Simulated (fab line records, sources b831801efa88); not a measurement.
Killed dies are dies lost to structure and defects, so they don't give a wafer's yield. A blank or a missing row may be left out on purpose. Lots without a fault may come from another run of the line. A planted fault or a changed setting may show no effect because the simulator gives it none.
Problem report in the 8D (eight disciplines) form, filled by code | flow sky130 | the parts of the form that need people (team, actions taken, sign-off) are left out

1. THE PROBLEM
cd_nm at SKY_METAL4_CD_MEAS_13 reads a mean of 287.0 nm on 3 wafers of 3 lots; wafers without a fault read 299.6 nm with a standard deviation of 1.2. That is -11 standard deviations from the usual mean.
The step: target cd 300 nm.
First seen on wafer L217.2, day 44 20:52, on cd_sem-02. The record holds 37 wafers of 13 lots with a number at this step. Rule for "out", or "out of limits": more than 4 standard deviations from the usual mean. The other wafers with a number count as sound.

2. WHAT IT IS AND WHAT IT IS NOT
question                    | is                     | is not
which readings at this step | cd_nm                  | -
which lots                  | L217, L219, L220       | L209, L210, L212, L221, L222, L225, L226, L228, L229, L232
which wafers of those lots  | L217.2, L219.2, L220.2 | L217.3, L219.3, L219.5, L220.4
read on which gauges        | cd_sem-01, cd_sem-02   | -
when                        | from day 44 20:52      | up to then (10 sound wafers); but 24 sound wafers of L219, L220, L221, L222, L225, L226, L228, L229, L232 came after

3. SUSPECTS, AND WHAT RULES EACH OUT
Counting: a tool at a process step up to the reading stays a suspect if it ran every lot that is out. Sound lots after the first of them don't rule it out here, since some wafers of a struck lot are sound.
- the gauge at SKY_METAL4_CD_MEAS_13: ruled out. The wafers that are out were read on 2 gauges (cd_sem-01, cd_sem-02).
- krf_scanner-01 at SKY_METAL4_EXPOSE_10 (exposes mask MM4, target cd 300 nm): kept. It ran every lot that is out, first L217 (day 44 09:55); its last sound lot up to then is L212 (day 43 11:22).
Left after counting: krf_scanner-01 at SKY_METAL4_EXPOSE_10.

4. THE CAUSE (what the simulator had put in)
Process parameter drift: krf_scanner-01, from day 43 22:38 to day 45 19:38, at SKY_METAL4_EXPOSE_10. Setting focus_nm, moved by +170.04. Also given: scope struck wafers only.
Counting left only this tool.

5. THE CHAIN OF EFFECTS, in route order
Each row: a reading whose mean over the struck wafers that have a number lies more than 3 standard deviations from the usual. Only readings for which the record gives a usual standard deviation are gone through. hours: the time from each lot's start at the first step in this table that gives one to its start at this step, as a median over the lots. sigmas: the change in usual standard deviations.
hours | step                  | reading | usual    | on struck wafers | change | sigmas
0     | SKY_METAL4_CD_MEAS_13 | cd_nm   | 299.6 nm | 287.0            | -12.6  | -11
Later measuring or inspecting steps at which every struck wafer that the step has a row for has a number for every such reading, and none has moved that far: SKY_METAL4_OVL_MEAS_14.

6. WHAT WOULD HAVE CAUGHT IT SOONER
In this record the first reading out of limits at a measuring or inspecting step was taken at day 44 20:52, 22 hours after the fault began at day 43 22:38.
Of the lots that are out (3), L219, L220 began SKY_METAL4_EXPOSE_10 on krf_scanner-01 after day 44 20:52. A hold on the tool at that time would have spared those 2.
